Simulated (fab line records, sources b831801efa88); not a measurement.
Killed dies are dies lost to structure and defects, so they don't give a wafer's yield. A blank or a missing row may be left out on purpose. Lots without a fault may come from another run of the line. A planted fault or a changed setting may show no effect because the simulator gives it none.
fab line records | flow sky130
record lots=7 wafers=21 last_day=50
route steps=708 shown RES_XHIGH@339 SD_N@342 SD_P@359 PAD_OPEN@708
lots that met no fault: from a run of the same line without faults
start_h: hours from the record's first day to the start of the lot's first wafer shown | wait_h: hours since the lot's step before | " the same as in the row above | L1.1+2: a row that stands for several wafers | - no value, or no start given | * or withheld: withheld | < > ~ a bound
route shown NAME@n: a module of which the file shows steps, and the number in the route of the first | usual: mean/standard deviation of fault-free wafers | same: alike in all rows | chamber/n: place in a boat | sites: the reading at each site | _std_site: their standard deviation | _edge_site: outer sites' mean less inner sites' | radius_mm: how far each site lies from the wafer's centre | mask NAME#n: copy n | behind: the tool/chamber that last shaped the wafer | hold: why the lot was held/for how many hours/how that ended | device: the transistor (n, p or np) that didn't switch | end of line: the same wafers' tests at the end of the route | a step without rows: its recipe alone | killed: dies lost to structure and defects at the first sort, not the wafer's yield | map: a wafer's dies, x killed, . not, _ none there
set.NAME: the setting as run; set.NAME@STEP: as run at that earlier step | model.NAME: the simulator's own value behind a step, which no gauge read
lots at some steps of the route; a table a step, a row a wafer
services: from which hour (start_h, from the record's first day; less than 0 if before it) a tool's chamber was out of use, for how many hours, and why
## steps
# step SKY_RES_XHIGH_IMPLANT_07
# recipe species=BF2 energy_kev=20 dose_cm2=3.648e+14 tilt_deg=0
# step SKY_RES_XHIGH_STRIP_08
# recipe chemistry=O2/N2 power_w=1400 pressure_mtorr=1500 platen_temp_c=withheld o2_flow_sccm=3000 n2_flow_sccm=300 overash_fraction=0.5
# usual drypump_motor_current_A=5.5/0.35 oes_product_au=0.710/0.0039 strip_time_to_endpoint_s=14.29/0.041
# columns lot.wafer tool chamber start_h wait_h drypump_motor_current_A oes_product_au rf_hours_counter_h strip_time_to_endpoint_s
L883.3 plasma_asher-04 0 612.85 0.1 5.5 0.710 - 14.33
L883.4 " 1 " " 5.3 0.708 - 14.28
L883.6 " 1 " " 5.3 0.702 - 14.28
L887.2 plasma_asher-01 1 659.32 0.1 4.8 0.708 96 14.30
L887.3 " 0 " " 5.6 0.708 - 14.33
L887.4 " 1 " " 4.9 0.713 - 14.33
L889.1 plasma_asher-04 1 672.99 0.2 5.3 0.713 25 14.28
L889.2 " 0 " " 5.5 0.707 25 14.24
L889.6 " 1 " " 5.3 0.703 - 14.23
L890.3 plasma_asher-04 0 675.75 0.1 5.5 0.723 - 14.31
L890.5 " 0 " " 5.5 0.713 - 14.33
L890.6 " 1 " " 5.3 0.709 - 14.34
L893.2 plasma_asher-03 1 705.92 0.1 5.7 0.707 85 14.23
L893.3 " 1 " " 5.7 0.709 - 14.19
L893.4 " 0 " " 5.9 0.705 - 14.19
L898.3 plasma_asher-01 1 761.32 0.1 4.9 0.709 - 14.32
L898.4 " 0 " " 5.6 0.711 - 14.36
L898.6 " 1 " " 4.9 0.712 - 14.32
L903.1 plasma_asher-03 0 790.11 0.1 5.9 0.706 93 14.32
L903.2 " 1 " " 5.8 0.708 93 14.30
L903.6 " 0 " " 5.8 0.714 - 14.30
# step SKY_RES_XHIGH_TW_MEAS_09
# usual RES_XHIGH_TW=1645/22
# columns lot.wafer tool chamber start_h wait_h RES_XHIGH_TW
L883.3 film_metro-04 - 612.93 0.1 1633
L883.4 " - " " 1630
L883.6 " - " " 1628
L887.2 film_metro-03 - 659.43 0.1 1628
L887.3 " - " " 1616
L887.4 " - " " 1615
L889.1 film_metro-03 - 673.09 0.1 1623
L889.2 " - " " 1615
L889.6 " - " " 1614
L890.3 film_metro-02 - 675.83 0.1 1675
L890.5 " - " " 1672
L890.6 " - " " 1678
L893.2 film_metro-04 - 706.03 0.1 1639
L893.3 " - " " 1621
L893.4 " - " " 1630
L898.3 film_metro-04 - 761.40 0.1 1627
L898.4 " - " " 1617
L898.6 " - " " 1634
L903.1 film_metro-02 - 790.21 0.1 1660
L903.2 " - " " 1665
L903.6 " - " " 1655
# step SKY_SD_N_DEHYDRATE_00
# recipe temp_c=200 time_s=60
# step SKY_SD_N_HMDS_01
# recipe prime_time_s=60 prime_temp_c=120
# step SKY_SD_N_COAT_02
# recipe resist=NOVOLAK spin_rpm=3000 resist_thk_nm=1140
# step SKY_SD_N_SOFTBAKE_03
# recipe temp_c=90 time_s=60 resist=NOVOLAK
# step SKY_SD_N_EXPOSE_04
# recipe mask_id=NSDM na=0.6 source_shape=conventional sigma_outer=0.6 polarization=unpolarized target_cd_nm=380 dose_mj=138.8
# step SKY_SD_N_PEB_05
# recipe temp_c=withheld time_s=* resist=NOVOLAK
# step SKY_SD_N_DEVELOP_06
# recipe resist=NOVOLAK developer=TMAH develop_time_s=60 dev_temp_c=23
# step SKY_SD_N_CD_MEAS_07
# recipe target_cd_nm=380
# usual cd_nm=380.2/2.7
# columns lot.wafer tool chamber start_h wait_h cd_nm
L883.3 cd_sem-01 - 641.12 0.1 381.6
L883.4 " - " " 378.7
L883.6 " - " " 383.0
L887.2 cd_sem-02 - 687.46 0.1 379.6
L887.3 " - " " 379.7
L887.4 " - " " 379.8
L889.1 cd_sem-02 - 700.39 0.1 383.1
L889.2 " - " " 386.2
L889.6 " - " " 384.8
L890.3 cd_sem-02 - 702.23 0.1 380.3
L890.5 " - " " 379.9
L890.6 " - " " 378.4
L893.2 cd_sem-01 - 733.06 0.1 381.5
L893.3 " - " " 381.5
L893.4 " - " " 378.9
L898.3 cd_sem-02 - 788.37 0.1 379.6
L898.4 " - " " 380.7
L898.6 " - " " 380.8
L903.1 cd_sem-02 - 816.80 0.2 377.8
L903.2 " - " " 378.1
L903.6 " - " " 378.7
# step SKY_SD_N_OVL_MEAS_08
# usual SD_N_OVL=0.6/1.3
# columns lot.wafer tool chamber start_h wait_h SD_N_OVL[nm]
L883.3 overlay-01 - 641.21 0.1 -0.3
L883.4 " - " " -0.6
L883.6 " - " " -2.0
L887.2 overlay-01 - 687.56 0.1 1.9
L887.3 " - " " 1.8
L887.4 " - " " 3.1
L889.1 overlay-01 - 700.51 0.1 1.5
L889.2 " - " " 2.2
L889.6 " - " " 2.0
L890.3 overlay-01 - 702.32 0.1 0.3
L890.5 " - " " 2.4
L890.6 " - " " 2.3
L893.2 overlay-01 - 733.16 0.1 -0.6
L893.3 " - " " -0.6
L893.4 " - " " -1.0
L898.3 overlay-02 - 788.46 0.1 3.0
L898.4 " - " " 1.0
L898.6 " - " " 2.0
L903.1 overlay-02 - 816.92 0.1 0.1
L903.2 " - " " 1.7
L903.6 " - " " 1.8
# step SKY_SD_N_IMPLANT_09
# recipe species=As energy_kev=50 dose_cm2=4e+15 tilt_deg=0
# usual end_station_pressure_torr=1.42e-05/1e-06
# columns lot.wafer tool chamber start_h wait_h end_station_pressure_torr
L883.3 implanter-01 0 641.29 0.1 1.46e-05
L883.4 " 0 " " 1.42e-05
L883.6 " 0 " " 1.35e-05
L887.2 implanter-02 0 687.62 0.0 1.5e-05
L887.3 " 0 " " 1.42e-05
L887.4 " 0 " " 1.6e-05
L889.1 implanter-03 0 700.54 0.0 1.41e-05
L889.2 " 0 " " 1.39e-05
L889.6 " 0 " " 1.2e-05
L889.1 implanter-03 0 700.86 0.3 1.4e-05
L889.2 " 0 " " 1.32e-05
L889.6 " 0 " " 1.44e-05
L890.3 implanter-01 0 702.40 0.1 1.5e-05
L890.5 " 0 " " 1.46e-05
L890.6 " 0 " " 1.41e-05
L893.2 implanter-03 0 733.22 0.0 1.23e-05
L893.3 " 0 " " 1.38e-05
L893.4 " 0 " " 1.38e-05
L893.2 implanter-03 0 733.79 0.5 1.38e-05
L893.3 " 0 " " 1.25e-05
L893.4 " 0 " " 1.38e-05
L898.3 implanter-01 0 788.54 0.1 1.54e-05
L898.4 " 0 " " 1.4e-05
L898.6 " 0 " " 1.48e-05
L898.3 implanter-01 0 788.86 0.3 1.57e-05
L898.4 " 0 " " 1.43e-05
L898.6 " 0 " " 1.37e-05
L903.1 implanter-03 0 816.96 0.0 1.24e-05
L903.2 " 0 " " 1.23e-05
L903.6 " 0 " " 1.36e-05
# step SKY_SD_N_IMPLANT_10
# recipe species=P energy_kev=20 dose_cm2=1e+14 tilt_deg=0
# step SKY_SD_N_STRIP_11
# recipe chemistry=O2/N2 power_w=1400 pressure_mtorr=1500 platen_temp_c=withheld o2_flow_sccm=3000 n2_flow_sccm=300 overash_fraction=0.5
# usual drypump_motor_current_A=5.6/0.37 oes_product_au=0.528/0.004 strip_time_to_endpoint_s=22.55/0.04
# columns lot.wafer tool chamber start_h wait_h drypump_motor_current_A oes_product_au rf_hours_counter_h strip_time_to_endpoint_s
L883.3 plasma_asher-02 0 641.57 0.1 6.0 0.534 - 22.59
L883.4 " 1 " " 6.0 0.531 - 22.54
L883.6 " 1 " " 6.0 0.530 - 22.55
L887.2 plasma_asher-01 0 687.89 0.1 5.6 0.537 98 22.62
L887.3 " 1 " " 4.8 0.527 - 22.55
L887.4 " 0 " " 5.6 0.532 - 22.59
L889.1 plasma_asher-02 1 701.16 0.1 6.0 0.517 59 23.79
L889.2 " 0 " " 6.0 0.513 59 23.77
L889.6 " 1 " " 6.0 0.507 - 23.72
L890.3 plasma_asher-02 1 702.68 0.1 6.0 0.528 - 22.50
L890.5 " 0 " " 6.0 0.532 - 22.51
L890.6 " 1 " " 6.0 0.528 - 22.48
L893.2 plasma_asher-01 0 745.50 11.5 5.6 0.513 102 23.76
L893.3 " 1 " " 4.9 0.519 - 23.79
L893.4 " 0 " " 5.6 0.513 - 23.82
L898.3 plasma_asher-04 1 789.14 0.1 5.3 0.521 - 23.82
L898.4 " 0 " " 5.6 0.511 - 23.80
L898.6 " 0 " " 5.5 0.511 - 23.82
L903.1 plasma_asher-02 0 817.26 0.1 6.0 0.525 71 22.58
L903.2 " 1 " " 6.0 0.530 71 22.58
L903.6 " 1 " " 6.0 0.525 - 22.59
# step SKY_SD_N_TW_MEAS_12
# usual SD_N_TW=3994/59
# columns lot.wafer tool chamber start_h wait_h SD_N_TW
L883.3 film_metro-04 - 641.66 0.1 3934
L883.4 " - " " 3920
L883.6 " - " " 3924
L887.2 film_metro-03 - 688.00 0.1 3911
L887.3 " - " " 3909
L887.4 " - " " 3885
L889.1 film_metro-02 - 701.32 0.1 4145
L889.2 " - " " 4133
L889.6 " - " " 4152
L890.3 film_metro-03 - 702.77 0.1 3960
L890.5 " - " " 3955
L890.6 " - " " 3916
L893.2 film_metro-02 - 745.61 0.1 4134
L893.3 " - " " 4142
L893.4 " - " " 4162
L898.3 film_metro-04 - 789.27 0.1 4024
L898.4 " - " " 4032
L898.6 " - " " 4038
L903.1 film_metro-02 - 817.37 0.1 4042
L903.2 " - " " 4045
L903.6 " - " " 4040
# step SKY_SD_N_CLEAN_13
# recipe chemistry=SC1/SC2 mix=1:4:20 temp_c=70 time_s=150 dry=n2_spin
# step SKY_SD_N_RTA_14
# recipe temp_c=1075 time_s=2 idle_temp_c=650 ramp_up_c_per_s=150 ramp_down_c_per_s=90 ambient=N2
# usual lamp_power_pct=15.73/0.051 ramp_up_c_per_s=150.00/0.028 wafer_temp_C_max=1078.2/1.3
# columns lot.wafer tool chamber start_h wait_h lamp_power_pct ramp_up_c_per_s wafer_temp_C_max
L883.3 rtp_anneal-02 0 641.82 0.0 15.80 149.99 1077.3
L883.4 " 0 " " 15.71 150.00 1076.8
L883.6 " 0 " " 15.79 150.08 1077.1
L887.2 rtp_anneal-02 0 688.11 0.0 15.86 149.97 1077.7
L887.3 " 0 " " 15.72 150.00 1079.4
L887.4 " 0 " " 15.77 149.97 1078.1
L889.1 rtp_anneal-02 0 701.43 0.0 15.72 150.01 1077.9
L889.2 " 0 " " 15.66 150.02 1077.7
L889.6 " 0 " " 15.78 150.03 1077.4
L890.3 rtp_anneal-01 0 702.88 0.0 15.76 150.00 1078.0
L890.5 " 0 " " 15.72 149.99 1076.6
L890.6 " 0 " " 15.67 149.96 1079.9
L893.2 rtp_anneal-02 0 745.98 0.0 15.82 150.04 1078.7
L893.3 " 0 " " 15.71 149.97 1080.8
L893.4 " 0 " " 15.78 150.00 1078.8
L898.3 rtp_anneal-01 0 789.38 0.0 15.69 150.00 1077.3
L898.4 " 0 " " 15.75 149.97 1076.7
L898.6 " 0 " " 15.64 150.03 1079.1
L903.1 rtp_anneal-01 0 817.54 0.0 15.79 150.05 1078.1
L903.2 " 0 " " 15.81 149.99 1079.2
L903.6 " 0 " " 15.76 150.00 1078.5
# step SKY_SD_N_RS_MEAS_16
# recipe thk_meas_gauge=four-point-probe
# usual SD_N_RS=68.62/0.11
# columns lot.wafer tool chamber start_h wait_h SD_N_RS[ohm/sq]
L883.3 film_metro-03 - 642.01 0.1 68.65
L883.4 " - " " 68.56
L883.6 " - " " 68.66
L887.2 film_metro-04 - 688.30 0.1 68.51
L887.3 " - " " 68.53
L887.4 " - " " 68.73
L889.1 film_metro-04 - 701.60 0.1 63.75
L889.2 " - " " 63.81
L889.6 " - " " 63.96
L890.3 film_metro-02 - 703.08 0.1 68.61
L890.5 " - " " 68.70
L890.6 " - " " 68.43
L893.2 film_metro-04 - 746.40 0.2 63.92
L893.3 " - " " 63.89
L893.4 " - " " 63.97
L898.3 film_metro-02 - 789.58 0.1 63.96
L898.4 " - " " 63.86
L898.6 " - " " 63.94
L903.1 film_metro-02 - 817.88 0.1 68.44
L903.2 " - " " 68.66
L903.6 " - " " 68.52
# step SKY_SD_N_RS_MEAS_17
# recipe thk_meas_gauge=four-point-probe
# usual SD_P_RS=147.2/0.34
# columns lot.wafer tool chamber start_h wait_h SD_P_RS[ohm/sq]
L883.3 film_metro-03 - 642.13 0.1 147.1
L883.4 " - " " 146.8
L883.6 " - " " 147.2
L887.2 film_metro-04 - 688.42 0.1 146.9
L887.3 " - " " 147.2
L887.4 " - " " 146.9
L889.1 film_metro-04 - 701.72 0.1 147.0
L889.2 " - " " 147.6
L889.6 " - " " 147.5
L890.3 film_metro-02 - 703.20 0.1 146.8
L890.5 " - " " 147.2
L890.6 " - " " 146.8
L893.2 film_metro-04 - 746.52 0.1 147.3
L893.3 " - " " 147.0
L893.4 " - " " 147.1
L898.3 film_metro-02 - 789.70 0.1 147.6
L898.4 " - " " 147.8
L898.6 " - " " 147.2
L903.1 film_metro-02 - 818.00 0.1 146.8
L903.2 " - " " 147.1
L903.6 " - " " 147.2
# step SKY_PAD_OPEN_PROBE_99
# usual killed_at_M0_to_M3=43/6.2 killed_at_M4_up=2.8/1.7 killed_at_contacts=24/4.8 killed_at_front_end=15/4.3 killed_at_other=0.3/0.55 killed_dies=85/8.4 killed_open=46/6.7 killed_short=38/6.2
# same gross_dies=492 killed_at_back_side=0
# columns lot.wafer tool chamber start_h wait_h killed_at_M0_to_M3 killed_at_M4_up killed_at_contacts killed_at_front_end killed_at_other killed_dies killed_open killed_short model.etest.res_ndiff.line_ohm_um model.etest.nfet_g5v0d10v5.r_on_ohm_um model.etest.sonos_uncharged.r_on_ohm_um model.etest.nfet_01v8.r_on_ohm_um model.etest.nfet_01v8_lvt.drive_ua_um model.etest.licon_ndiff.rc_ohm model.etest.sram_nfet_pass.drive_ua_um model.etest.nfet_01v8.drive_ua_um
L883.3 prober-02 - 1071.33 0.2 33 3 21 10 0 67 35 32 772 1901 824.3 843.8 566.8 176.9 472.3 494
L883.4 prober-02 - 1071.38 0.2 50 1 25 14 0 90 45 45 760.4 1901 827.9 864.9 554.2 192.1 492.8 488.1
L883.6 prober-02 - 1071.48 0.2 44 5 22 16 0 87 52 34 757.5 1910 807.1 846.6 567 183.2 502.7 496.8
L887.2 prober-02 - 1102.19 0.1 38 2 18 17 3 78 42 36 748.6 1860 784.4 814.2 597.3 180.3 505.6 520.8
L887.3 prober-02 - 1102.24 0.2 37 8 20 13 0 78 40 38 763 1866 809 834.6 569.1 178.2 491.9 500
L887.4 prober-02 - 1102.29 0.2 53 5 20 19 0 97 53 44 739.6 1875 797.8 827.1 585 176.7 502.9 509
L889.1 prober-02 - 1113.63 0.1 46 3 17 14 0 80 49 31 653.2 1832 729 788.2 613 154.9 523 535.8
L889.2 prober-02 - 1113.68 0.1 39 2 24 12 1 78 50 27 638.8 1806 731.8 774.9 622.1 155.4 537.5 539.9
L889.6 prober-02 - 1113.88 0.2 42 4 20 7 0 73 37 35 653.5 1818 752.2 803 604.9 161.1 522 526.7
L890.3 prober-01 - 1116.67 0.2 34 2 41 21 0 98 64 34 749.7 1893 823.2 869.9 547.3 189.4 464.5 478.8
L890.5 prober-01 - 1116.77 0.2 50 6 28 16 0 100 40 60 762.6 1902 832.5 865.2 556.2 192.2 461.8 483.5
L890.6 prober-01 - 1116.82 0.2 37 4 28 14 1 84 52 32 757.8 1907 816.3 850.4 555.9 189.5 460.2 484.4
L893.2 prober-02 - 1141.01 0.1 38 3 28 12 1 82 43 39 654.5 1807 746.5 791.8 611.8 152.3 523.8 527.4
L893.3 prober-02 - 1141.06 0.2 45 1 25 18 0 89 55 34 654 1827 751.1 798.5 606.5 151.2 522.1 530.5
L893.4 prober-02 - 1141.11 0.2 41 2 26 20 0 89 51 38 664.8 1773 748 782 621.6 155.7 504.7 540.9
L898.3 prober-01 - 1171.99 0.2 51 1 30 15 0 97 52 45 640.4 1782 743.8 784.8 620.5 163.4 532 536.1
L898.4 prober-01 - 1172.04 0.2 42 2 21 14 0 79 48 31 643.5 1789 736.5 812.2 603.7 159.1 519.9 525.1
L898.6 prober-01 - 1172.14 0.2 45 3 26 7 1 82 37 44 640.1 1811 738.1 809.3 608.4 157.3 523.8 523.9
L903.1 prober-01 - 1195.09 0.1 45 7 17 14 0 83 45 38 753 1887 821.3 828.7 578.5 187 507.1 511.1
L903.2 prober-01 - 1195.14 0.1 54 3 16 14 0 87 46 41 783.6 1856 806.1 824.1 587.5 184.2 498.6 506.2
L903.6 prober-01 - 1195.34 0.2 39 2 26 10 0 77 36 41 778.3 1871 811.2 818.8 587.5 177.3 506.6 514.9
# killed by level:class
L883.3 CONTACT:geometric_particle:open=11 VIA2:geometric_particle:open=7 FIELD_ISO:geometric_particle:short=6 METAL1:geometric_particle:short=5 VIA3:geometric_particle:open=5 LI_CONTACT:geometric_particle:short=4 CONTACT:geometric_particle:short=4 VIA1:geometric_particle:open=4
L883.4 VIA1:geometric_particle:open=15 VIA1:geometric_particle:short=10 METAL1:geometric_particle:short=8 CONTACT:geometric_particle:open=7 LI_CONTACT:geometric_particle:open=6 CONTACT:geometric_particle:short=6 FIELD_ISO:geometric_particle:short=5 VIA3:geometric_particle:open=5
L883.6 VIA1:geometric_particle:open=15 VIA3:geometric_particle:open=12 CONTACT:geometric_particle:open=9 CONTACT:geometric_particle:short=6 FIELD_ISO:geometric_particle:open=5 FIELD_ISO:geometric_particle:short=5 METAL2:geometric_particle:short=5 METAL4:geometric_particle:short=4
L887.2 VIA2:geometric_particle:open=11 FIELD_ISO:geometric_particle:short=5 POLY_GATE:geometric_particle:open=5 CONTACT:geometric_particle:open=5 CONTACT:geometric_particle:short=4 METAL1:geometric_particle:short=4 METAL2:geometric_particle:short=4 FIELD_ISO:geometric_particle:open=3
L887.3 VIA1:geometric_particle:open=8 LI_CONTACT:geometric_particle:open=7 METAL4:geometric_particle:short=6 FIELD_ISO:geometric_particle:open=5 METAL1:geometric_particle:short=5 METAL2:geometric_particle:open=5 VIA2:geometric_particle:open=5 POLY_GATE:geometric_particle:short=4
L887.4 VIA2:geometric_particle:open=13 METAL2:geometric_particle:short=11 CONTACT:geometric_particle:open=10 VIA3:geometric_particle:open=7 FIELD_ISO:geometric_particle:open=6 VIA1:geometric_particle:open=6 FIELD_ISO:geometric_particle:short=5 METAL4:geometric_particle:short=5
L889.1 VIA1:geometric_particle:open=18 VIA2:geometric_particle:open=8 METAL1:geometric_particle:short=7 LI_CONTACT:geometric_particle:open=5 CONTACT:geometric_particle:open=5 POLY_GATE:geometric_particle:open=4 POLY_GATE:geometric_particle:short=4 METAL2:geometric_particle:short=4
L889.2 VIA1:geometric_particle:open=12 LOCAL_INTERCONNECT:geometric_particle:short=7 VIA3:geometric_particle:open=7 CONTACT:geometric_particle:open=6 VIA2:geometric_particle:open=6 POLY_GATE:geometric_particle:open=4 CONTACT:geometric_particle:short=4 METAL2:geometric_particle:short=4
L889.6 CONTACT:geometric_particle:open=10 VIA1:geometric_particle:open=9 VIA1:geometric_particle:short=6 VIA3:geometric_particle:open=6 METAL1:geometric_particle:short=5 LI_CONTACT:geometric_particle:open=4 VIA3:geometric_particle:short=4 METAL2:geometric_particle:short=3
L890.3 LI_CONTACT:geometric_particle:open=18 CONTACT:geometric_particle:open=11 FIELD_ISO:geometric_particle:open=7 VIA2:geometric_particle:open=6 SPACER:geometric_particle:open=5 VIA3:geometric_particle:open=5 VIA1:geometric_particle:short=5 METAL2:geometric_particle:short=5
L890.5 LI_CONTACT:geometric_particle:short=9 VIA1:geometric_particle:open=8 CONTACT:geometric_particle:open=8 VIA1:geometric_particle:short=8 METAL2:geometric_particle:short=8 POLY_GATE:geometric_particle:short=7 CONTACT:geometric_particle:short=7 VIA3:geometric_particle:short=7
L890.6 CONTACT:geometric_particle:open=11 VIA1:geometric_particle:open=10 LI_CONTACT:geometric_particle:open=10 VIA3:geometric_particle:open=6 FIELD_ISO:geometric_particle:open=4 POLY_GATE:geometric_particle:short=4 CONTACT:geometric_particle:short=4 VIA1:geometric_particle:short=4
L893.2 CONTACT:geometric_particle:open=12 VIA1:geometric_particle:open=12 LOCAL_INTERCONNECT:geometric_particle:short=6 CONTACT:geometric_particle:short=6 FIELD_ISO:geometric_particle:short=5 METAL2:geometric_particle:short=5 VIA2:geometric_particle:open=5 METAL1:geometric_particle:short=4
L893.3 VIA1:geometric_particle:open=12 VIA3:geometric_particle:open=9 LI_CONTACT:geometric_particle:open=8 CONTACT:geometric_particle:open=8 VIA2:geometric_particle:open=6 METAL1:geometric_particle:short=5 FIELD_ISO:geometric_particle:short=4 SPACER:geometric_particle:open=4
L893.4 VIA1:geometric_particle:open=13 LI_CONTACT:geometric_particle:open=9 CONTACT:geometric_particle:open=8 POLY_GATE:geometric_particle:short=7 METAL1:geometric_particle:short=6 FIELD_ISO:geometric_particle:open=5 CONTACT:geometric_particle:short=5 VIA2:geometric_particle:open=4
L898.3 VIA1:geometric_particle:open=11 METAL2:geometric_particle:short=10 CONTACT:geometric_particle:open=8 LI_CONTACT:geometric_particle:open=7 POLY_GATE:geometric_particle:open=6 CONTACT:geometric_particle:short=6 LI_CONTACT:geometric_particle:short=5 VIA1:geometric_particle:short=5
L898.4 VIA3:geometric_particle:open=11 VIA1:geometric_particle:open=9 LI_CONTACT:geometric_particle:open=8 METAL2:geometric_particle:short=8 CONTACT:geometric_particle:open=5 FIELD_ISO:geometric_particle:short=4 POLY_GATE:geometric_particle:open=4 METAL3:geometric_particle:short=4
L898.6 VIA1:geometric_particle:open=10 LI_CONTACT:geometric_particle:open=7 LOCAL_INTERCONNECT:geometric_particle:short=6 VIA2:geometric_particle:open=6 VIA2:geometric_particle:short=6 VIA1:geometric_particle:short=5 CONTACT:geometric_particle:short=5 METAL2:geometric_particle:short=5
L903.1 VIA1:geometric_particle:open=12 VIA2:geometric_particle:open=10 VIA1:geometric_particle:short=8 LOCAL_INTERCONNECT:geometric_particle:short=6 CONTACT:geometric_particle:open=6 METAL4:geometric_particle:short=6 VIA3:geometric_particle:open=5 POLY_GATE:geometric_particle:open=5
L903.2 VIA1:geometric_particle:open=17 METAL1:geometric_particle:short=10 LI_CONTACT:geometric_particle:open=8 POLY_GATE:geometric_particle:short=5 VIA1:geometric_particle:short=5 METAL2:geometric_particle:short=5 LI_CONTACT:geometric_particle:short=4 VIA2:geometric_particle:open=4
L903.6 LI_CONTACT:geometric_particle:open=8 VIA1:geometric_particle:open=7 CONTACT:geometric_particle:short=6 METAL1:geometric_particle:short=5 VIA1:geometric_particle:short=5 METAL3:geometric_particle:short=5 LI_CONTACT:geometric_particle:short=4 CONTACT:geometric_particle:open=4
## services
# columns tool chamber start_h hours kind
implanter-03 - 589.99 2.4 pm
implanter-01 - 610.38 1.0 repair
plasma_asher-03 - 613.69 2.4 repair
plasma_asher-01 - 619.54 17.0 repair
plasma_asher-02 - 638.71 1.4 repair
implanter-02 - 653.62 1.8 repair
plasma_asher-03 - 661.32 14.6 pm
plasma_asher-01 - 671.62 9.3 pm
implanter-03 - 677.34 4.3 pm
implanter-01 - 725.52 7.8 pm
plasma_asher-01 - 733.75 9.0 pm
plasma_asher-01 0 733.75 9.0 vent_cycle
plasma_asher-01 1 733.75 9.0 vent_cycle
plasma_asher-01 0 742.75 - clean
plasma_asher-01 1 742.75 - clean
implanter-02 - 748.39 3.5 pm
plasma_asher-01 - 751.47 0.6 repair
rtp_anneal-01 - 762.61 1.2 pm
implanter-01 - 793.70 17.4 repair
rtp_anneal-02 - 802.73 6.5 pm
plasma_asher-01 - 807.45 15.6 pm
## key
first_sign step=SKY_SD_N_IMPLANT_09 reading=visit direction=added
effect step=SKY_SD_N_STRIP_11 reading=strip_time_to_endpoint_s direction=up sigmas=31 usual=* struck=*
effect step=SKY_SD_N_TW_MEAS_12 reading=SD_N_TW direction=up sigmas=1.9 usual=3994 struck=4107 wafers_moved=3
effect step=SKY_SD_N_RS_MEAS_16 reading=SD_N_RS direction=down sigmas=44 usual=68.62 struck=63.89
model_effect step=SKY_PAD_OPEN_PROBE_99 value=etest.res_ndiff.line_ohm_um without=759 struck=649.2
met_at SKY_SD_N_IMPLANT_09
struck_wafers L889.1,L889.2,L889.6,L893.2,L893.3,L893.4,L898.3,L898.4,L898.6
tester_left_out L889,L893,L898
fault kind=repeated_step_whole tool=implanter-01,implanter-02,implanter-03 chamber=- onset_h=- steps=SKY_SD_N_IMPLANT_09 times=1 scope=struck_lots_only
# tester_left_out: of these lots the tester's yield and bins aren't shown, on N5 and GAA mostly nor the transistor test; their killed dies are dies lost to structure and defects alone, not to doping, threshold or leakage, so they don't give the yield
